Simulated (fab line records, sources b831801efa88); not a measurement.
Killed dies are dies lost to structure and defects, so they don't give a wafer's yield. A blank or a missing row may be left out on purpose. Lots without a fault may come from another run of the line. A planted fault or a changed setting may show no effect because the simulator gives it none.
Tool commonality check | flow gf180mcu | 15 lots, 45 wafers sampled

WHY IT WAS OPENED
At GF_NSD_TW_MEAS_12 the reading NSD_TW is flagged on 3 of 15 lots. Wafers without a fault read 4234, standard deviation 51.
Rule: a lot is flagged when every wafer of it that has a number lies more than 4 standard deviations from that mean, or none has a number. The other lots count as sound.

lot  | measured     | on            | NSD_TW, wafer by wafer | flag
L560 | day 13 01:43 | film_metro-04 | 4236 4232 4218         |
L562 | day 13 23:22 | film_metro-04 | 4222 4224 4233         |
L564 | day 14 13:51 | film_metro-01 | 4207 4200 4198         |
L565 | day 15 04:57 | film_metro-04 | 4210 4193 4201         |
L569 | day 16 10:58 | film_metro-01 | 4179 4211 4191         |
L571 | day 17 06:46 | film_metro-01 | 4177 4185 4165         |
L575 | day 18 13:44 | film_metro-02 | 4298 4323 4312         |
L576 | day 18 17:28 | film_metro-04 | 2966 2989 2992         | FLAGGED
L577 | day 19 04:32 | film_metro-02 | 3032 3042 3063         | FLAGGED
L578 | day 19 19:46 | film_metro-01 | 2988 2984 2980         | FLAGGED
L579 | day 20 01:10 | film_metro-02 | 4285 4328 4323         |
L580 | day 20 02:38 | film_metro-01 | 4191 4178 4201         |
L581 | day 20 15:36 | film_metro-02 | 4319 4322 4289         |
L582 | day 20 22:46 | film_metro-02 | 4303 4280 4286         |
L583 | day 21 08:31 | film_metro-04 | 4220 4212 4194         |
The numbers of the flagged lots are 3004 on average: -1230 against the usual, or -24 standard deviations.

WHICH TOOL RAN EACH LOT
The record holds 2 process steps before the reading, out of a route of 602 steps. In each cell: the tool, then ch and the chambers that the sampled wafers went through, then the start.
lot  | flag    | GF_NSD_IMPLANT_09               | GF_NSD_STRIP_11
L560 |         | implanter-03 ch 0, day 13 01:19 | plasma_asher-04 ch 0,1, day 13 01:37
L562 |         | implanter-03 ch 0, day 13 22:58 | plasma_asher-01 ch 0,1, day 13 23:16
L564 |         | implanter-01 ch 0, day 14 13:27 | plasma_asher-03 ch 0,1, day 14 13:45
L565 |         | implanter-02 ch 0, day 15 04:33 | plasma_asher-04 ch 0,1, day 15 04:51
L569 |         | implanter-02 ch 0, day 16 10:30 | plasma_asher-04 ch 0,1, day 16 10:47
L571 |         | implanter-01 ch 0, day 17 06:22 | plasma_asher-03 ch 0,1, day 17 06:39
L575 |         | implanter-01 ch 0, day 18 13:20 | plasma_asher-03 ch 0,1, day 18 13:37
L576 | FLAGGED | implanter-01, day 18 17:04      | plasma_asher-01 ch 0,1, day 18 17:21
L577 | FLAGGED | implanter-03, day 19 04:10      | plasma_asher-04 ch 0,1, day 19 04:27
L578 | FLAGGED | implanter-03, day 19 19:22      | plasma_asher-01 ch 0,1, day 19 19:39
L579 |         | implanter-02 ch 0, day 20 00:46 | plasma_asher-04 ch 0,1, day 20 01:04
L580 |         | implanter-02 ch 0, day 20 02:14 | plasma_asher-01 ch 0,1, day 20 02:31
L581 |         | implanter-02 ch 0, day 20 15:13 | plasma_asher-03 ch 0, day 20 15:29
L582 |         | implanter-02 ch 0, day 20 22:23 | plasma_asher-03 ch 0,1, day 20 22:40
L583 |         | implanter-02 ch 0, day 21 08:07 | plasma_asher-04 ch 0,1, day 21 08:25
What these steps do:
- GF_NSD_IMPLANT_09
- GF_NSD_STRIP_11: strips in O2/N2.
- GF_NSD_TW_MEAS_12

FLAGGED OVER TOTAL, TOOL BY TOOL (the gauges that took the reading come last)
step              | tool            | lots run | flagged | share of the flagged lots | sound lots run after its first flagged lot
GF_NSD_IMPLANT_09 | implanter-01    | 4        | 1       | some                      | 0
GF_NSD_IMPLANT_09 | implanter-02    | 7        | 0       | none                      | -
GF_NSD_IMPLANT_09 | implanter-03    | 4        | 2       | some                      | 0
GF_NSD_STRIP_11   | plasma_asher-01 | 4        | 2       | some                      | 1 (L580)
GF_NSD_STRIP_11   | plasma_asher-03 | 5        | 0       | none                      | -
GF_NSD_STRIP_11   | plasma_asher-04 | 6        | 1       | some                      | 2 (L579,L583)
GF_NSD_TW_MEAS_12 | film_metro-01   | 5        | 1       | some                      | 1 (L580)
GF_NSD_TW_MEAS_12 | film_metro-02   | 5        | 1       | some                      | 3 (L579,L581,L582)
GF_NSD_TW_MEAS_12 | film_metro-04   | 5        | 1       | some                      | 1 (L583)

WHAT THE TABLE ALLOWS
No row of the table ran every flagged lot.

WHAT THE SIMULATOR HAD PUT IN
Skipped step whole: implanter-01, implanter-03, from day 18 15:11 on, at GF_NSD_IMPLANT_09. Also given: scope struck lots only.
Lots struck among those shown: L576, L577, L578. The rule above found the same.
